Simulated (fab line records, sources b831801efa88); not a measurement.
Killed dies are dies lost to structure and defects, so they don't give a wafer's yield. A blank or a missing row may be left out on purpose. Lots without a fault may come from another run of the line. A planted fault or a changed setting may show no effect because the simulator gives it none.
Chamber matching | flow gf180mcu | GF_V3_CMP_04 on cmp-02: 4 sister chambers
The step polishes SiO2. 14 wafers are shown with their chamber, then 6 later ones without.

WAFERS WITH THEIR CHAMBER
wafer  | chamber | motor_current_A (A) | edge_zone_pressure_frac | time_to_endpoint_s (s)
L294.1 | 0       | 13.2                | 0.993                   | 80
L294.4 | 1       | 12.5                | 0.997                   | 83
L294.6 | 2       | 12.9                | 1.000                   | 78
L296.2 | 1       | 11.6                | 0.989                   | 78
L296.3 | 0       | 13.0                | 0.992                   | 74
L296.5 | 0       | 13.7                | 0.992                   | 80
L298.3 | 2       | 12.4                | 1.000                   | 78
L298.4 | 1       | 12.4                | 1.004                   | 81
L298.5 | 1       | 12.3                | 1.006                   | 75
L302.4 | 0       | 13.0                | 1.001                   | 80
L302.5 | 3       | 12.4                | 1.001                   | 79
L302.6 | 2       | 12.0                | 0.992                   | 76
L301.2 | 2       | 12.3                | 1.004                   | 69
L301.5 | 1       | 12.5                | 1.003                   | 74

SIGNATURES (means of the wafers above)
reading                 | chamber 0 | chamber 1 | chamber 2 | chamber 3 | scatter within a chamber
motor_current_A         | 13.225    | 12.260    | 12.400    | 12.400    | 0.363
edge_zone_pressure_frac | 0.99450   | 0.99980   | 0.99900   | 1.00100   | 0.00569
time_to_endpoint_s      | 78.50     | 78.20     | 75.25     | 79.00     | 3.75
Rule: a wafer's distance from a chamber is the root of the sum, over the readings, of the square of ((its reading less the chamber's mean) divided by the reading's scatter). The wafer belongs to the nearest chamber; if the next one is less than 2 further off, it can't be placed. The scatter: the root of (the sum of the squares of (reading less its chamber's mean) over the shown wafers, divided by (wafers less chambers)).

WAFERS WITHOUT THEIR CHAMBER
wafer  | motor_current_A (A) | edge_zone_pressure_frac | time_to_endpoint_s (s)
L301.6 | 11.9                | 1.010                   | 76
L305.2 | 12.2                | 1.001                   | 82
L305.6 | 12.5                | 1.016                   | 84
L306.3 | 12.1                | 0.996                   | 77
L306.6 | 12.2                | 0.998                   | 77
L308.5 | 11.9                | 0.999                   | 89

WHICH CHAMBER EACH WENT THROUGH
wafer  | from the rows above               | in truth
L301.6 | can't be placed: 1 or 3 or 2      | 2
L305.2 | can't be placed: 3 or 1 or 2      | 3
L305.6 | can't be placed: 3 or 1 or 2 or 0 | 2
L306.3 | can't be placed: 1 or 2 or 3      | 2
L306.6 | can't be placed: 1 or 2 or 3      | 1
L308.5 | can't be placed: 3 or 1 or 2 or 0 | 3
Placed correctly: 0 of 6. Can't be placed from these rows: 6 (the true chamber is among the candidates in 6). Placed wrongly: 0.
